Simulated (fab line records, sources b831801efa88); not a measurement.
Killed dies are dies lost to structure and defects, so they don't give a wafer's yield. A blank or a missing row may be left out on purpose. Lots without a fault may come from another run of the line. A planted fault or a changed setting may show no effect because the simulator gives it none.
A struck lot beside a sound one | flow sky130 | 22 steps out of a route of 708
Sound: wafers L705.2, L705.3, L705.6. Struck: wafers L696.1, L696.2, L696.3. The cause comes at the end.
At each step with rows: each side's tool, then ch and its chambers, then its first start. Under that, the readings that differ: sound wafers | struck wafers | difference of the means | sigmas: that difference in standard deviations of wafers without a fault.
alike: readings whose means differ by less than 2 such deviations, and words and numbers that are the same on both sides. not compared: withheld readings, readings that some wafer has no value for, bounds like >300 that may hide the same value, and numbers for which the record gives no deviation and whose values overlap.
The two part at a step that has a row with sigmas, a row that says differs or no value, or rows on one side only. Numbers that don't overlap but have no deviation are shown without sigmas and don't part them. A reading that every wafer of one side lacks parts them only if that side has two wafers or more.

SKY_METAL2_ETCH_18: etches BARC in N2/H2, stops on SiO2, time 45.9 s, target depth 60 nm.
  sound on rie_metal-02 ch 0,1, day 40 14:41; struck on rie_metal-04 ch 0,1, day 37 23:33
  alike: drypump_motor_current_A, oes_product_au, throttle_valve_pct
  not compared: rf_hours_counter_h
SKY_METAL2_METAL_ETCH_19: etches the open film in Cl2/BCl3, stops on SiO2, target depth 360 nm, time 78 s.
  sound on rie_metal-02 ch 0,1, day 40 14:44; struck on rie_metal-04 ch 0,1, day 37 23:37
  alike: drypump_motor_current_A, oes_product_au, throttle_valve_pct
  not compared: rf_hours_counter_h
SKY_METAL2_STRIP_20: strips in O2/N2.
  sound on plasma_asher-03 ch 0,1, day 40 14:50; struck on plasma_asher-01 ch 0,1, day 37 23:43
  alike: drypump_motor_current_A, oes_product_au, strip_time_to_endpoint_s
  not compared: rf_hours_counter_h
then, 4 steps without rows for these wafers: SKY_METAL2_STRIP_21 (strips in post etch residue remover, time 1200 s); SKY_METAL2_CLEAN_22 (cleans in IPA, time 180 s); SKY_METAL2_CLEAN_23 (cleans in O3/DIW); SKY_VIA2_HDPCVD_00 (deposits SiO2, target thk 1180 nm, time 196.7 s).
SKY_VIA2_THK_MEAS_01:
  sound on film_metro-02, day 40 15:38; struck on film_metro-04, day 38 00:26
  alike: VIA2_HDPCVD_THK
SKY_VIA2_CMP_02: polishes SiO2.
  sound on cmp-02 ch 0,1,3, day 40 15:44; struck on cmp-02 ch 1,2,3, day 38 00:29
  reading                      | sound             | struck            | difference | sigmas
  retaining_ring_pressure_frac | 0.998 1.000 0.985 | 1.002 1.008 1.009 | +0.012     | +2
  alike: motor_current_A, platen_rpm
SKY_VIA2_BOW_MEAS_03:
  sound on film_metro-04, day 40 16:00; struck on film_metro-04, day 38 00:47
  alike: VIA2_BOW
then, 2 steps without rows for these wafers: SKY_VIA2_DEHYDRATE_04 (time 60 s); SKY_VIA2_HMDS_05 (prime time 60 s).
SKY_VIA2_COAT_06: resist thk 60 nm.
  sound on litho_track-02 ch 0, day 41 04:01; struck on litho_track-01 ch 0, day 38 13:15
  reading                     | sound                | struck               | difference | sigmas
  dispense_pressure_kPa (kPa) | 44 44 44             | 57 57 57             | +13        | +2
  spin_speed_rpm (rpm)        | 3000.4 3003.6 3001.4 | 2665.3 2663.8 2667.8 | -336.2     | -99 or more
then, 5 steps without rows for these wafers: SKY_VIA2_COAT_07 (resist thk 450 nm); SKY_VIA2_SOFTBAKE_08 (time 90 s); SKY_VIA2_EXPOSE_09 (exposes mask VIM2, target cd 200 nm); SKY_VIA2_PEB_10; SKY_VIA2_DEVELOP_11 (develop time 60 s).
SKY_VIA2_CD_MEAS_12: target cd 200 nm.
  sound on cd_sem-02, day 41 16:28; struck on cd_sem-01, day 39 01:38
  reading    | sound             | struck            | difference | sigmas
  cd_nm (nm) | 199.8 201.2 201.1 | 197.0 197.3 196.9 | -3.6       | -3
SKY_VIA2_OVL_MEAS_13:
  sound on overlay-02, day 41 16:34; struck on overlay-02, day 39 01:46
  alike: VIA2_OVL
SKY_VIA2_ETCH_14: etches BARC in N2/H2, stops on SiO2, time 45.9 s, target depth 60 nm.
  sound on rie_diel-03 ch 0,1,2, day 41 16:36; struck on rie_diel-04 ch 0,1,2, day 39 01:48
  reading                  | sound             | struck            | difference | sigmas
  oes_product_au (a.u.)    | 0.858 0.851 0.855 | 0.879 0.890 0.888 | +0.031     | +7
  model.etch.depth_nm (nm) | 59.89 60.01 59.94 | 63.71 63.83 63.72 | +3.81      |
  alike: drypump_motor_current_A, throttle_valve_pct
  not compared: rf_hours_counter_h
SKY_VIA2_ETCH_15: etches SiO2 in C4F8/O2/Ar, stops on TiN, target depth 546 nm, time 84 s.
  sound on rie_diel-03 ch 0,1,2, day 41 16:38; struck on rie_diel-04 ch 0,1,2, day 39 01:50
  alike: oes_product_au
  not compared: rf_hours_counter_h

WHERE THEY PART
First at SKY_VIA2_CMP_02; last, within this record, at SKY_VIA2_ETCH_14. Later steps at which nothing parts them and some readings are alike: SKY_VIA2_ETCH_15.

WHY: what the simulator had put in
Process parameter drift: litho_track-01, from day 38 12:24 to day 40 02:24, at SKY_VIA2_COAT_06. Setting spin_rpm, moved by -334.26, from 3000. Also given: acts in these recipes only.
